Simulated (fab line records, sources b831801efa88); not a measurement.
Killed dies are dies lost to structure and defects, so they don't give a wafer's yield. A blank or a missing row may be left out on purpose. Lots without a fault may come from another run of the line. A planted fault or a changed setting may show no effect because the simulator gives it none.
Split-lot experiment | flow sky130 | 5 lots, 23 wafers read, on a route of 708 steps

THE SPLIT
At SKY_VIA2_ETCH_15 (etches SiO2 in C4F8/O2/Ar, stops on TiN, target depth 546 nm, time 84 s), the setting time_s was moved away from the recipe's 84 s on 7 of the 23 wafers read, by +10.2% to +14.4%. The other wafers ran this setting at the recipe's value.

The reading is taken at the split's own step.

THE READING
oes_product_au, in a.u., at SKY_VIA2_ETCH_15 (etches SiO2 in C4F8/O2/Ar, stops on TiN, target depth 546 nm, time 84 s). Fault-free wafers of this fab line usually give 0.941 a.u., standard deviation 0.0047 a.u..

wafer  | tool, chamber at the split | time_s as run, s | against the recipe | oes_product_au, a.u. | against lot-mates on the recipe
L074.1 | rie_diel-02, 0             | 84               | recipe             | 0.937                | -
L074.2 | rie_diel-02, 1             | 84               | recipe             | 0.936                | -
L074.3 | rie_diel-02, 3             | 84               | recipe             | 0.947                | -
L074.4 | rie_diel-02, 2             | 84               | recipe             | 0.941                | -
L074.5 | rie_diel-02, 2             | 84               | recipe             | 0.938                | -
L075.1 | rie_diel-04, 0             | 84               | recipe             | 0.935                | -
L075.4 | rie_diel-04, 3             | 84               | recipe             | 0.948                | -
L075.5 | rie_diel-04, 1             | 84               | recipe             | 0.944                | -
L077.1 | rie_diel-04, 0             | 84               | recipe             | 0.941                | -
L077.2 | rie_diel-04, 3             | 84               | recipe             | 0.939                | -
L077.4 | rie_diel-04, 1             | 92.53            | +10.2%             | 0.928                | -0.012
L077.5 | rie_diel-04, 0             | 92.53            | +10.2%             | 0.925                | -0.015
L077.6 | rie_diel-04, 3             | 92.53            | +10.2%             | 0.928                | -0.012
L080.2 | rie_diel-02, 1             | 84               | recipe             | 0.937                | -
L080.3 | rie_diel-02, 0             | 84               | recipe             | 0.946                | -
L080.4 | rie_diel-02, 3             | 93.92            | +11.8%             | 0.927                | -0.017
L080.5 | rie_diel-02, 1             | 84               | recipe             | 0.950                | -
L080.6 | rie_diel-02, 0             | 93.92            | +11.8%             | 0.926                | -0.018
L084.1 | rie_diel-01, 0             | 96.08            | +14.4%             | 0.922                | -0.019
L084.2 | rie_diel-01, 1             | 84               | recipe             | 0.945                | -
L084.3 | rie_diel-01, 2             | 84               | recipe             | 0.941                | -
L084.5 | rie_diel-01, 3             | 84               | recipe             | 0.936                | -
L084.6 | rie_diel-01, 2             | 96.08            | +14.4%             | 0.920                | -0.021

THE FIT
A straight line over all 23 wafers: oes_product_au changes by -0.00137 a.u. for each +1% of time_s; r = -0.89; the points scatter about the line by 0.0041 a.u..
The same after taking each lot's own level away (the mean of its wafers on the recipe; 23 wafers): -0.00138 a.u. for each +1%; r = -0.90; scatter 0.0039 a.u..
On that fit, the largest move of time_s shifts the reading by 0.02 a.u..
The lots' own levels span 0.9398 to 0.9443 a.u., that is 1.0 times the standard deviation above.
So the lot-to-lot level changes the slope little: the two slopes agree.
Check: with one of the wafers moved furthest among these (+14.4%) left out of the fit, the line predicts -0.0202 a.u. for it against its lot-mates. It came out at -0.0187 a.u. against them.
Tool readings at the split's step, against how far the setting was moved: oes_product_au r = -0.89.

OTHER SPLITS ON THESE WAFERS
These wafers also went through other splits before the reading. Each is held against what the fit with the lots' levels taken away leaves over:
other split on the same wafers | wafers away from the commonest value | r with oes_product_au (lot level and that fit taken away)
SKY_VIA2_COAT_07 spin_rpm      | 5                                    | -0.25

THE WHOLE CHAIN: every reading that the file lists as answering this split, in the file's order
step             | what it does                                                            | reading                                                                          | change (the file's fit)                   | r (the file's)
SKY_VIA2_ETCH_15 | etches SiO2 in C4F8/O2/Ar, stops on TiN, target depth 546 nm, time 84 s | oes_product_au                                                                   | -0.00138 a.u. for each +1% of the setting | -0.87
SKY_VIA2_ETCH_15 | etches SiO2 in C4F8/O2/Ar, stops on TiN, target depth 546 nm, time 84 s | TiN_of_METAL2_SPUTTER_04.thk_nm (the simulator's own value, which no gauge read) | -0.217 nm for each +1% of the setting     | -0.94

THE FILE'S OWN FIT
oes_product_au changes by -0.00138 a.u. for each +1% of time_s, r = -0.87.
